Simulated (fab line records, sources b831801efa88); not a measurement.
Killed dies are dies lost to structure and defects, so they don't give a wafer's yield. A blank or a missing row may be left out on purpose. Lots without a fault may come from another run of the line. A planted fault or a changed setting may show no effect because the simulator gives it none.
fab line records | flow gf180mcu
record lots=13 wafers=39 last_day=35
route steps=602 shown HV_LDD@207 SALICIDE@280 CONTACT@290
lots that met no fault: from a run of the same line without faults
start_h: hours from the record's first day to the start of the lot's first wafer shown | wait_h: hours since the lot's step before | " the same as in the row above | L1.1+2: a row that stands for several wafers | - no value, or no start given | * or withheld: withheld | < > ~ a bound
route shown NAME@n: a module of which the file shows steps, and the number in the route of the first | usual: mean/standard deviation of fault-free wafers | same: alike in all rows | chamber/n: place in a boat | sites: the reading at each site | _std_site: their standard deviation | _edge_site: outer sites' mean less inner sites' | radius_mm: how far each site lies from the wafer's centre | mask NAME#n: copy n | behind: the tool/chamber that last shaped the wafer | hold: why the lot was held/for how many hours/how that ended | device: the transistor (n, p or np) that didn't switch | end of line: the same wafers' tests at the end of the route | a step without rows: its recipe alone | killed: dies lost to structure and defects at the first sort, not the wafer's yield | map: a wafer's dies, x killed, . not, _ none there
set.NAME: the setting as run; set.NAME@STEP: as run at that earlier step | model.NAME: the simulator's own value behind a step, which no gauge read
steps of the route over a sample of lots; a table a step, a row a wafer
services: from which hour (start_h, from the record's first day; less than 0 if before it) a tool's chamber was out of use, for how many hours, and why
## steps
# step GF_HV_LDD_CD_MEAS_31
# recipe target_cd_nm=400
# usual cd_nm=399.6/2.6
# columns lot.wafer tool chamber start_h wait_h cd_nm
L280.2 cd_sem-01 - 255.69 0.1 399.6
L280.4 " - " " 401.7
L280.6 " - " " 402.5
L281.1 cd_sem-01 - 265.47 0.1 400.2
L281.2 " - " " 399.3
L281.6 " - " " 399.5
L282.1 cd_sem-01 - 274.67 0.1 403.5
L282.3 " - " " 401.1
L282.6 " - " " 400.3
L286.1 cd_sem-01 - 312.82 0.1 400.9
L286.2 " - " " 401.1
L286.6 " - " " 401.2
L287.1 cd_sem-01 - 327.72 0.1 401.0
L287.2 " - " " 402.0
L287.4 " - " " 401.2
L288.1 cd_sem-02 - 328.22 0.1 394.6
L288.2 " - " " 396.6
L288.6 " - " " 394.6
L290.2 cd_sem-01 - 342.74 0.1 400.8
L290.4 " - " " 399.3
L290.5 " - " " 398.3
L291.3 cd_sem-01 - 344.86 0.1 399.5
L291.5 " - " " 399.8
L291.6 " - " " 400.2
L293.3 cd_sem-01 - 363.36 0.1 398.7
L293.4 " - " " 395.4
L293.6 " - " " 397.0
L294.1 cd_sem-02 - 370.82 0.1 400.1
L294.2 " - " " 403.5
L294.6 " - " " 401.0
L296.1 cd_sem-01 - 386.37 0.1 400.2
L296.2 " - " " 402.7
L296.3 " - " " 404.0
L302.1 cd_sem-02 - 433.62 0.1 401.5
L302.3 " - " " 398.7
L302.4 " - " " 401.5
L303.2 cd_sem-02 - 441.84 0.1 399.9
L303.4 " - " " 401.0
L303.6 " - " " 400.0
# step GF_HV_LDD_IMPLANT_33
# recipe species=P energy_kev=60 dose_cm2=7.5e+12 tilt_deg=30 rotation_deg=0
# usual beam_on_s=10.00/0.18 faraday_current_uA=42.3/0.77 rotation_deg=0.003/0.018
# columns lot.wafer tool chamber start_h wait_h beam_on_s faraday_current_uA rotation_deg
L280.2 implanter-03 0 255.85 0.0 10.06 41.9 -0.004
L280.4 " 0 " " 10.13 41.6 0.019
L280.6 " 0 " " 9.65 43.9 0.011
L281.1 implanter-03 0 265.63 0.0 9.94 42.7 -0.004
L281.2 " 0 " " 9.87 42.5 -0.002
L281.6 " 0 " " 10.00 42.2 -0.001
L282.1 implanter-03 0 274.83 0.0 9.95 42.4 0.029
L282.3 " 0 " " 10.18 41.6 -0.018
L282.6 " 0 " " 10.16 41.6 -0.025
L286.1 implanter-04 0 312.98 0.0 10.00 42.3 -0.013
L286.2 " 0 " " 9.98 42.7 0.015
L286.6 " 0 " " 10.27 41.2 0.003
L287.1 implanter-03 0 327.88 0.0 10.22 41.7 0.028
L287.2 " 0 " " 10.21 41.5 -0.008
L287.4 " 0 " " 9.84 42.8 0.011
L288.1 implanter-04 0 328.38 0.0 9.93 42.6 0.014
L288.2 " 0 " " 9.82 43.2 -0.016
L288.6 " 0 " " 9.95 42.6 -0.011
L290.2 implanter-02 0 342.90 0.0 7.70 54.9 -0.010
L290.4 " 0 " " 7.66 55.3 0.046
L290.5 " 0 " " 7.68 55.0 0.025
L291.3 implanter-02 0 345.03 0.1 8.04 52.7 0.028
L291.5 " 0 " " 7.95 53.1 -0.017
L291.6 " 0 " " 7.51 56.1 0.002
L293.3 implanter-03 0 363.53 0.1 10.14 41.7 -0.003
L293.4 " 0 " " 9.79 43.3 -0.016
L293.6 " 0 " " 9.69 43.5 0.000
L294.1 implanter-03 0 370.97 0.0 10.29 41.0 -0.003
L294.2 " 0 " " 10.00 42.2 -0.015
L294.6 " 0 " " 10.22 41.5 0.031
L296.1 implanter-04 0 386.52 0.0 10.23 41.4 0.030
L296.2 " 0 " " 10.03 42.1 0.017
L296.3 " 0 " " 9.92 42.7 0.012
L302.1 implanter-03 0 433.78 0.0 10.14 41.7 -0.017
L302.3 " 0 " " 9.96 42.5 -0.008
L302.4 " 0 " " 10.19 41.5 -0.037
L303.2 implanter-03 0 442.00 0.0 10.04 42.0 0.028
L303.4 " 0 " " 9.83 42.9 -0.007
L303.6 " 0 " " 9.94 42.5 0.005
# step GF_HV_LDD_TW_MEAS_38
# usual HV_LDD_3_TW=1429/7.2
# columns lot.wafer tool chamber start_h wait_h HV_LDD_3_TW
L280.2 film_metro-02 - 256.53 0.1 1421
L280.4 " - " " 1420
L280.6 " - " " 1421
L281.1 film_metro-03 - 266.33 0.1 1424
L281.2 " - " " 1432
L281.6 " - " " 1430
L282.1 film_metro-02 - 275.53 0.1 1425
L282.3 " - " " 1416
L282.6 " - " " 1417
L286.1 film_metro-01 - 313.68 0.1 1434
L286.2 " - " " 1433
L286.6 " - " " 1432
L287.1 film_metro-02 - 328.58 0.1 1433
L287.2 " - " " 1425
L287.4 " - " " 1430
L288.1 film_metro-03 - 329.08 0.1 1435
L288.2 " - " " 1428
L288.6 " - " " 1437
L290.2 film_metro-01 - 343.58 0.1 1411
L290.4 " - " " 1403
L290.5 " - " " 1412
L291.3 film_metro-03 - 345.70 0.1 1401
L291.5 " - " " 1403
L291.6 " - " " 1401
L293.3 film_metro-03 - 364.20 0.1 1440
L293.4 " - " " 1432
L293.6 " - " " 1436
L294.1 film_metro-01 - 371.67 0.1 1430
L294.2 " - " " 1432
L294.6 " - " " 1434
L296.1 film_metro-03 - 387.22 0.1 1434
L296.2 " - " " 1430
L296.3 " - " " 1424
L302.1 film_metro-01 - 434.48 0.1 1432
L302.3 " - " " 1433
L302.4 " - " " 1431
L303.2 film_metro-03 - 442.68 0.1 1434
L303.4 " - " " 1427
L303.6 " - " " 1438
# step GF_HV_LDD_RS_MEAS_53
# recipe thk_meas_gauge=four-point-probe
# usual HV_LDD_RS=418.6/0.99
# columns lot.wafer tool chamber start_h wait_h HV_LDD_RS[ohm/sq]
L280.2 film_metro-03 - 275.97 0.1 418.0
L280.4 " - " " 419.3
L280.6 " - " " 419.2
L281.1 film_metro-03 - 286.01 0.1 416.6
L281.2 " - " " 415.9
L281.6 " - " " 416.2
L282.1 film_metro-01 - 295.66 0.1 420.3
L282.3 " - " " 420.0
L282.6 " - " " 418.1
L286.1 film_metro-02 - 335.35 0.1 418.3
L286.2 " - " " 418.6
L286.6 " - " " 418.6
L287.1 film_metro-01 - 350.81 0.1 417.5
L287.2 " - " " 417.3
L287.4 " - " " 417.7
L288.1 film_metro-01 - 351.65 0.1 418.2
L288.2 " - " " 418.1
L288.6 " - " " 418.0
L290.2 film_metro-01 - 365.82 0.1 424.3
L290.4 " - " " 424.9
L290.5 " - " " 425.5
L291.3 film_metro-01 - 368.59 0.1 423.0
L291.5 " - " " 421.8
L291.6 " - " " 422.3
L293.3 film_metro-02 - 387.15 0.1 418.3
L293.4 " - " " 418.4
L293.6 " - " " 418.1
L294.1 film_metro-03 - 395.31 0.1 417.8
L294.2 " - " " 418.7
L294.6 " - " " 418.0
L296.1 film_metro-03 - 411.50 0.1 418.0
L296.2 " - " " 417.5
L296.3 " - " " 417.5
L302.1 film_metro-01 - 460.00 0.1 418.5
L302.3 " - " " 419.0
L302.4 " - " " 419.9
L303.2 film_metro-02 - 467.77 0.1 418.4
L303.4 " - " " 417.2
L303.6 " - " " 417.4
# step GF_SALICIDE_SPUTTER_02
# recipe material=Co target_thk_nm=10 power_w=1000 time_s=20 chamber_pressure_pa=0.4
# usual throttle_valve_pct=30.3/1.4
# columns lot.wafer tool chamber start_h wait_h throttle_valve_pct
L280.2 pvd_sputter-01 - 342.30 0.0 28.1
L280.4 " - " " 30.9
L280.6 " - " " 32.1
L281.1 pvd_sputter-03 - 354.47 0.0 31.0
L281.2 " - " " 29.8
L281.6 " - " " 31.4
L282.1 pvd_sputter-01 - 364.22 0.0 32.1
L282.3 " - " " 28.0
L282.6 " - " " 28.3
L286.1 pvd_sputter-04 - 408.23 0.0 29.1
L286.2 " - " " 31.8
L286.6 " - " " 28.2
L287.1 pvd_sputter-03 - 425.65 0.0 31.6
L287.2 " - " " 31.4
L287.4 " - " " 30.2
L288.1 pvd_sputter-01 - 426.26 0.0 29.9
L288.2 " - " " 28.4
L288.6 " - " " 32.0
L290.2 pvd_sputter-03 - 442.45 0.0 30.1
L290.4 " - " " 31.4
L290.5 " - " " 31.1
L291.3 pvd_sputter-01 - 443.76 0.0 27.8
L291.5 " - " " 28.4
L291.6 " - " " 30.6
L293.3 pvd_sputter-01 - 462.61 0.0 30.2
L293.4 " - " " 32.0
L293.6 " - " " 28.2
L294.1 pvd_sputter-01 - 472.06 0.0 31.7
L294.2 " - " " 30.6
L294.6 " - " " 28.2
L296.1 pvd_sputter-04 - 488.41 0.0 30.2
L296.2 " - " " 28.1
L296.3 " - " " 32.0
L302.1 pvd_sputter-03 - 535.98 0.0 29.9
L302.3 " - " " 29.9
L302.4 " - " " 31.9
L303.2 pvd_sputter-01 - 542.74 0.0 30.7
L303.4 " - " " 30.1
L303.6 " - " " 28.1
# step GF_CONTACT_THK_MEAS_03
# recipe reads=SiO2_of_CONTACT_CVD_02
# usual CONTACT_CVD_02_THK=860/13
# columns lot.wafer tool chamber start_h wait_h CONTACT_CVD_02_THK[nm]
L280.2 film_metro-02 - 343.01 0.0 842
L280.4 " - " " 862
L280.6 " - " " 869
L281.1 film_metro-01 - 355.18 0.0 884
L281.2 " - " " 867
L281.6 " - " " 883
L282.1 film_metro-01 - 364.92 0.0 847
L282.3 " - " " 868
L282.6 " - " " 847
L286.1 film_metro-03 - 409.04 0.0 863
L286.2 " - " " 850
L286.6 " - " " 864
L287.1 film_metro-01 - 426.35 0.0 862
L287.2 " - " " 860
L287.4 " - " " 883
L288.1 film_metro-01 - 426.97 0.0 868
L288.2 " - " " 850
L288.6 " - " " 863
L290.2 film_metro-01 - 443.16 0.0 859
L290.4 " - " " 872
L290.5 " - " " 874
L291.3 film_metro-03 - 444.48 0.1 830
L291.5 " - " " 850
L291.6 " - " " 862
L293.3 film_metro-01 - 463.33 0.1 875
L293.4 " - " " 865
L293.6 " - " " 884
L294.1 film_metro-01 - 472.79 0.1 832
L294.2 " - " " 860
L294.6 " - " " 868
L296.1 film_metro-03 - 489.13 0.0 879
L296.2 " - " " 844
L296.3 " - " " 847
L302.1 film_metro-03 - 536.68 0.0 849
L302.3 " - " " 852
L302.4 " - " " 863
L303.2 film_metro-01 - 543.46 0.0 851
L303.4 " - " " 867
L303.6 " - " " 856
## services
# columns tool chamber start_h hours kind
pvd_sputter-01 - 240.18 13.7 repair
implanter-03 - 240.47 1.5 repair
implanter-04 - 255.42 3.2 repair
implanter-02 - 276.23 1.3 repair
pvd_sputter-04 1 286.61 - consumable_replace:kit
implanter-03 - 296.78 3.1 pm
implanter-02 - 300.53 3.9 repair
implanter-03 - 300.68 2.4 repair
implanter-03 - 302.13 4.6 repair
implanter-02 - 361.96 1.7 repair
pvd_sputter-03 - 363.10 0.5 repair
pvd_sputter-01 - 380.32 4.3 repair
implanter-04 - 395.31 64.0 pm
implanter-02 - 395.67 1.9 repair
implanter-03 - 400.37 6.0 pm
pvd_sputter-01 - 409.20 1.0 repair
pvd_sputter-01 3 411.18 - consumable_replace:kit
pvd_sputter-01 3 411.18 18.0 scheduled_down
pvd_sputter-01 3 411.18 18.0 vent_cycle
implanter-04 - 491.69 1.5 repair
implanter-04 - 502.10 1.6 repair
implanter-04 - 507.50 9.2 pm
implanter-02 - 512.04 0.7 repair
implanter-02 - 532.25 2.1 repair
## key
first_sign step=GF_HV_LDD_IMPLANT_33 reading=faraday_current_uA direction=up sigmas=16 usual=42.3 struck=54.5
effect step=GF_HV_LDD_IMPLANT_33 reading=beam_on_s direction=down sigmas=12 usual=10.00 struck=7.76
effect step=GF_HV_LDD_TW_MEAS_38 reading=HV_LDD_3_TW direction=down sigmas=3.3 usual=1429 struck=1405
effect step=GF_HV_LDD_RS_MEAS_53 reading=HV_LDD_RS direction=up sigmas=5.1 usual=418.6 struck=423.6
met_at GF_HV_LDD_IMPLANT_33
struck_lots L290,L291
tester_left_out L290,L291
not_acting_at GF_HV_LDD_CD_MEAS_31,GF_SALICIDE_SPUTTER_02,GF_CONTACT_THK_MEAS_03
fault kind=process_parameter_drift tool=implanter-02 chamber=- onset_h=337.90 steps=GF_HV_LDD_IMPLANT_33 channel=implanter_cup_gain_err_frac offset=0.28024 shape=step end_h=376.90
# tester_left_out: of these lots the tester's yield and bins aren't shown, on N5 and GAA mostly nor the transistor test; their killed dies are dies lost to structure and defects alone, not to doping, threshold or leakage, so they don't give the yield
